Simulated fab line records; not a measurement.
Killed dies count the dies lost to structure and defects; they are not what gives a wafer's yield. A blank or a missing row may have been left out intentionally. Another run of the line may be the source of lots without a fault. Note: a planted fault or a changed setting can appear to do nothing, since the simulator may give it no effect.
Code-filled problem report in 8D (eight disciplines) form || flow gf180mcu || the parts of the form that need people (team, actions taken, sign-off) are left out

== 1. THE ISSUE ==
Mean of cd_nm at GF_M3_CD_MEAS_14: 239.2 nm across 6 wafers in 2 lots; on wafers with no fault it is 280.2 nm (standard deviation 1.3). That puts it -32 standard deviations away from the usual mean.
The step: target cd 280 nm.
First seen on wafer L628.2, day 26 12:38, on cd_sem-02. The record has a number at this step for 42 wafers belonging to 14 lots. Rule for "out" (also "out of limits"): further than 4 standard deviations from the usual mean. The rest of the wafers with a number are treated as sound.

== 2. WHAT THIS IS AND IS NOT ==
{"question": "which readings at this step", "is": "cd_nm", "is not": "-"}
{"question": "which lots", "is": "L628, L629", "is not": "L613, L614, L615, L616, L617, L618, L619, L620, L622, L626, L631, L632"}
{"question": "which wafers of those lots", "is": "all that have a number", "is not": "-"}
{"question": "read on which gauges", "is": "cd_sem-02", "is not": "cd_sem-01"}
{"question": "when", "is": "from day 26 12:38", "is not": "up to then (30 sound wafers); but 6 sound wafers of L631, L632 came after"}

== 3. SUSPECTS, AND WHAT RULES EACH OUT ==
Counting: a tool at any process step up to the reading remains a suspect when it ran all the lots that are out and ran no sound lot after the first of those.
- the gauge at GF_M3_CD_MEAS_14: kept. All the wafers that are out were read on cd_sem-02, and no step on other tools shows them out.
- krf_scanner-02 at GF_M3_EXPOSE_11 (exposes mask Metal3, target cd 280 nm): kept. It ran every lot that is out, first L628 (day 26 02:10), and no sound lot after that; its last sound lot up to then is L626 (day 25 15:47).
Remaining after the count are krf_scanner-02 at GF_M3_EXPOSE_11 and cd_sem-02 at GF_M3_CD_MEAS_14.

== 4. THE CAUSE (what the simulator had put in) ==
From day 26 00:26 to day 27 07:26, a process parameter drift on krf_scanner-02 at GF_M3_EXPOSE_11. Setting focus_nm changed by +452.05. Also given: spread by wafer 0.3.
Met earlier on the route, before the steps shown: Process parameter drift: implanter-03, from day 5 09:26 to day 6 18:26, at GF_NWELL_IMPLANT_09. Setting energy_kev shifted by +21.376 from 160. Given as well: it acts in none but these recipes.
Counting leaves 2 suspects; this tool is one of them.

== 5. THE EFFECT CHAIN, in route order ==
One row per reading whose mean, taken over the struck wafers that have a number, lies over 3 standard deviations from the usual. Only readings for which the record gives a usual standard deviation are gone through. hours: the time from each lot's start at the first step in this table that gives one to its start at this step, as a median over the lots. sigmas: the change in usual standard deviations.
{"hours": 0, "step": "GF_M3_CD_MEAS_14", "reading": "cd_nm", "usual": "280.2 nm", "on struck wafers": 239.2, "change": -41.0, "sigmas": -32}

== 6. WHAT WOULD HAVE CAUGHT IT SOONER ==
The first out-of-limits reading at a measuring or inspecting step in this record came at day 26 12:38, 12 hours after the fault's start at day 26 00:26.
Lots out: 2; all had begun GF_M3_EXPOSE_11 on krf_scanner-02 by day 26 12:38. A hold on the tool at that time would have spared none of them.
